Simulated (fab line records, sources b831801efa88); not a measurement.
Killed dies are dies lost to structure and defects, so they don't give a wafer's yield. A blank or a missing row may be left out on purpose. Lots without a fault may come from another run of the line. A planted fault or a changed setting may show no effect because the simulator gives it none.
fab line records | flow sky130
record lots=6 wafers=16 last_day=51
route steps=708 shown VIA3@581
lots that met no fault: from a run of the same line without faults
start_h: hours from the record's first day to the start of the lot's first wafer shown | wait_h: hours since the lot's step before | " the same as in the row above | L1.1+2: a row that stands for several wafers | - no value, or no start given | * or withheld: withheld | < > ~ a bound
route shown NAME@n: a module of which the file shows steps, and the number in the route of the first | usual: mean/standard deviation of fault-free wafers | same: alike in all rows | chamber/n: place in a boat | sites: the reading at each site | _std_site: their standard deviation | _edge_site: outer sites' mean less inner sites' | radius_mm: how far each site lies from the wafer's centre | mask NAME#n: copy n | behind: the tool/chamber that last shaped the wafer | hold: why the lot was held/for how many hours/how that ended | device: the transistor (n, p or np) that didn't switch | end of line: the same wafers' tests at the end of the route | a step without rows: its recipe alone | killed: dies lost to structure and defects at the first sort, not the wafer's yield | map: a wafer's dies, x killed, . not, _ none there
set.NAME: the setting as run; set.NAME@STEP: as run at that earlier step | model.NAME: the simulator's own value behind a step, which no gauge read
lots at some steps of the route; a table a step, a row a wafer
services: from which hour (start_h, from the record's first day; less than 0 if before it) a tool's chamber was out of use, for how many hours, and why
## steps
# step SKY_VIA3_SOFTBAKE_08
# recipe temp_c=100 time_s=90 resist=KrF-thick
# step SKY_VIA3_EXPOSE_09
# recipe mask_id=VIM3 na=0.8 source_shape=annular sigma_inner=0.55 sigma_outer=0.85 target_cd_nm=200 dose_mj=38
# step SKY_VIA3_PEB_10
# recipe peb_temp_c=withheld peb_time_s=withheld resist=KrF-thick
# step SKY_VIA3_DEVELOP_11
# recipe develop_time_s=60 resist=KrF-thick dev_temp_c=21
# step SKY_VIA3_CD_MEAS_12
# recipe target_cd_nm=200
# usual cd_nm=200.1/1.4
# columns lot.wafer tool chamber start_h wait_h cd_nm
L553.2 cd_sem-01 - 965.81 - 199.6
L553.4 " - " " 201.1
L553.6 " - " " 201.1
L556.2 cd_sem-01 - 982.18 - 198.9
L556.3 " - " " 198.1
L556.6 " - " " 197.2
L561.2 cd_sem-01 - 1009.01 - 202.9
L561.3 " - " " 203.4
L561.4 " - " " 203.5
L565.4 cd_sem-02 - 1044.15 - 200.0
L565.6 " - " " 201.3
L568.4 cd_sem-02 - 1061.55 - 201.6
L568.6 " - " " 202.2
L575.2 cd_sem-02 - 1101.58 - 200.3
L575.4 " - " " 200.3
L575.6 " - " " 199.1
# step SKY_VIA3_OVL_MEAS_13
# usual VIA3_OVL=2/4.8
# columns lot.wafer tool chamber start_h wait_h VIA3_OVL[nm]
L553.2 overlay-01 - 965.92 0.1 2
L553.4 " - " " 4
L553.6 " - " " 1
L556.2 overlay-01 - 982.28 0.1 -1
L556.3 " - " " -8
L556.6 " - " " 5
L561.2 overlay-02 - 1009.12 0.1 5
L561.3 " - " " 6
L561.4 " - " " 9
L565.4 overlay-01 - 1044.23 0.1 9
L565.6 " - " " 5
L568.4 overlay-02 - 1061.63 0.1 -8
L568.6 " - " " 3
L575.2 overlay-02 - 1101.68 0.1 -2
L575.4 " - " " 2
L575.6 " - " " -3
# step SKY_VIA3_ETCH_14
# recipe chemistry=N2/H2 target=BARC ion_energy_ev=200 source_w=500 bias_w=100 pressure_mtorr=30 n2_flow_sccm=100 h2_flow_sccm=200 stop_on=SiO2 time_s=45.9 target_depth_a=600
# usual drypump_motor_current_A=6.0/0.64 h2_flow_sccm=200.0/0.62 oes_product_au=0.854/0.0048 throttle_valve_pct=13.225/0.0088
# columns lot.wafer tool chamber start_h wait_h drypump_motor_current_A h2_flow_sccm oes_product_au rf_hours_counter_h throttle_valve_pct
L553.2 rie_diel-04 2 965.95 0.0 6.5 199.3 0.849 21 13.212
L553.4 " 1 " " 6.0 200.3 0.847 13 13.229
L553.6 " 3 " " 6.7 200.0 0.848 - 13.226
L556.2 rie_diel-03 0 982.31 0.0 6.8 201.1 0.851 16 13.223
L556.3 " 3 " " 5.0 199.0 0.853 - 13.239
L556.6 " 3 " " 4.9 199.4 0.850 - 13.218
L561.2 rie_diel-03 3 1009.15 0.0 5.0 199.2 0.859 19 13.242
L561.3 " 0 " " 6.7 199.8 0.850 18 13.234
L561.4 " 3 " " 5.0 199.9 0.857 - 13.211
L565.4 rie_diel-04 0 1044.25 0.0 4.9 199.1 0.848 13 13.244
L565.6 " 1 " " 6.0 199.2 0.852 - 13.238
L568.4 rie_diel-02 1 1061.65 0.0 5.4 199.1 0.858 14 13.227
L568.6 " 0 " " 6.5 199.6 0.857 - 13.224
L575.2 rie_diel-04 1 1101.71 0.0 6.0 199.1 0.854 18 13.235
L575.4 " 1 " " 6.0 199.7 0.852 - 13.229
L575.6 " 2 " " 6.5 199.0 0.856 - 13.218
# step SKY_VIA3_ETCH_15
# recipe target=SiO2 chemistry=C4F8/O2/Ar target_depth_nm=507 stop_on=TiN mask_material=KrF-thick source_w=1500 bias_w=1200 pressure_mtorr=40 c4f8_flow_sccm=withheld O2_flow_sccm=6 Ar_flow_sccm=300 time_s=78
# usual oes_product_au=0.947/0.005
# columns lot.wafer tool chamber start_h wait_h oes_product_au
L553.2 rie_diel-04 2 965.99 0.0 0.941
L553.4 " 1 " " 0.941
L553.6 " 3 " " 0.945
L556.2 rie_diel-03 0 982.38 0.0 0.947
L556.3 " 3 " " 0.950
L556.6 " 3 " " 0.949
L561.2 rie_diel-03 3 1009.19 0.0 0.947
L561.3 " 0 " " 0.947
L561.4 " 3 " " 0.942
L565.4 rie_diel-04 0 1044.29 0.0 0.951
L565.6 " 1 " " 0.946
L568.4 rie_diel-02 1 1061.69 0.0 0.946
L568.6 " 0 " " 0.952
L575.2 rie_diel-04 1 1101.76 0.0 0.941
L575.4 " 1 " " 0.936
L575.6 " 2 " " 0.949
# step SKY_VIA3_STRIP_16
# recipe chemistry=O2/N2 power_w=1400 pressure_mtorr=1500 platen_temp_c=withheld o2_flow_sccm=3000 n2_flow_sccm=300 overash_fraction=0.5
# usual drypump_motor_current_A=5.8/0.4 o2_flow_sccm=3001/8.6 oes_product_au=0.403/0.0043 strip_time_to_endpoint_s=4.141/0.023
# columns lot.wafer tool chamber start_h wait_h drypump_motor_current_A o2_flow_sccm oes_product_au rf_hours_counter_h strip_time_to_endpoint_s
L553.2 plasma_asher-01 1 966.05 0.0 5.1 3002 0.402 22 4.188
L553.4 " 0 " " 6.0 3004 0.406 - 4.153
L553.6 " 0 " " 6.0 3005 0.403 - 4.148
L556.2 plasma_asher-02 1 982.47 0.1 6.2 2995 0.405 87 4.143
L556.3 " 0 " " 5.9 3009 0.405 - 4.137
L556.6 " 1 " " 6.2 3000 0.405 - 4.127
L561.2 plasma_asher-02 0 1009.25 0.0 6.0 3007 0.397 89 4.132
L561.3 " 0 " " 5.9 3009 0.406 - 4.146
L561.4 " 1 " " 6.1 3001 0.404 - 4.159
L565.4 plasma_asher-02 0 1044.38 0.1 6.0 2999 0.403 - 4.170
L565.6 " 1 " " 6.2 2991 0.402 - 4.141
L568.4 plasma_asher-01 1 1061.78 0.1 5.2 2999 0.403 - 4.132
L568.6 " 0 " " 6.0 2990 0.402 - 4.149
L575.2 plasma_asher-02 1 1101.82 0.0 6.1 3011 0.409 99 4.121
L575.4 " 0 " " 6.0 2996 0.401 - 4.098
L575.6 " 1 " " 6.1 3010 0.401 - 4.139
# step SKY_VIA3_STRIP_17
# recipe chemistry=post_etch_residue_remover time_s=1200 temp_c=72.5
# step SKY_VIA3_CLEAN_18
# recipe chemistry=IPA time_s=180 temp_c=25
# step SKY_VIA3_CLEAN_19
# recipe chemistry=O3/DIW dry=n2_spin
# step SKY_VIA3_SPUTTER_20
# recipe material=TiN target_thk_nm=20 chamber_pressure_pa=5 power_w=4000 time_s=80
# usual throttle_valve_pct=30.0/1.6
# columns lot.wafer tool chamber start_h wait_h throttle_valve_pct model.TiN_of_VIA3_SPUTTER_20.thk_nm
L553.2 pvd_sputter-02 - 966.71 0.0 29.2 19.92
L553.4 " - " " 28.9 19.65
L553.6 " - " " 32.9 19.86
L556.2 pvd_sputter-01 - 983.06 0.0 28.2 19.98
L556.3 " - " " 30.5 20.12
L556.6 " - " " 30.0 19.82
L561.2 pvd_sputter-04 - 1009.85 0.0 31.6 20.19
L561.3 " - " " 30.6 20.12
L561.4 " - " " 30.8 20.38
L565.4 pvd_sputter-02 - 1044.99 0.0 29.0 19.94
L565.6 " - " " 33.4 20.6
L568.4 pvd_sputter-02 - 1062.35 0.0 28.8 19.86
L568.6 " - " " 29.0 20.98
L575.2 pvd_sputter-01 - 1102.42 0.0 28.2 19.95
L575.4 " - " " 30.7 19.89
L575.6 " - " " 30.3 20.21
# step SKY_VIA3_CVD_21
# recipe material=W target_thk_nm=390 time_s=117.31 temp_c=400 pressure_torr=40
# usual heater_power_w=862/61
# columns lot.wafer tool chamber start_h wait_h heater_power_w
L553.2 cvd_w-02 1 966.81 0.1 942
L553.4 " 1 " " 916
L553.6 " 1 " " 910
L556.2 cvd_w-02 1 983.12 0.0 908
L556.3 " 0 " " 769
L556.6 " 1 " " 933
L561.2 cvd_w-01 1 1009.91 0.0 886
L561.3 " 0 " " 854
L561.4 " 1 " " 902
L565.4 cvd_w-02 1 1045.09 0.1 951
L565.6 " 0 " " 756
L568.4 cvd_w-02 1 1062.45 0.1 918
L568.6 " 1 " " 926
L575.2 cvd_w-01 1 1102.48 0.0 915
L575.4 " 0 " " 831
L575.6 " 1 " " 908
## services
# columns tool chamber start_h hours kind
rie_diel-03 2 943.15 97.3 repair
rie_diel-04 - 943.97 0.9 repair
rie_diel-02 1 948.40 8.7 repair
plasma_asher-02 - 949.75 1.8 repair
rie_diel-02 1 959.82 18.5 repair
cvd_w-02 0 959.99 8.1 repair
rie_diel-03 1 961.12 5.8 repair
cvd_w-01 - 966.57 1.1 repair
rie_diel-03 1 978.35 6.6 repair
pvd_sputter-02 - 995.26 0.9 repair
rie_diel-02 2 996.07 5.3 repair
cvd_w-02 0 1002.16 11.1 repair
cvd_w-02 1 1015.75 12.2 repair
rie_diel-03 3 1028.48 1.7 repair
rie_diel-04 0 1036.14 4.3 repair
cvd_w-01 0 1036.42 3.1 repair
cvd_w-02 - 1046.26 6.9 pm
cvd_w-01 - 1063.85 0.8 repair
cvd_w-02 - 1063.98 1.5 repair
pvd_sputter-01 - 1064.13 2.9 repair
cvd_w-02 - 1065.51 3.8 pm
cvd_w-02 - 1085.00 0.9 repair
plasma_asher-01 - 1090.32 3.4 repair
rie_diel-04 0 1100.79 10.7 repair
## key
first_sign none at tools or gauges
model_effect step=SKY_VIA3_SPUTTER_20 value=TiN_of_VIA3_SPUTTER_20.thk_nm without=19.84 struck=20.79
met_at SKY_VIA3_SPUTTER_20
struck_wafers L565.6,L568.6
onset_between 966.71 1044.99
fault kind=process_parameter_drift tool=pvd_sputter-02 chamber=- onset_h=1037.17 steps=SKY_VIA3_SPUTTER_20 channel=time_s offset=* shape=step end_h=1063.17 scope=struck_wafers_only acts_in=* stated=*
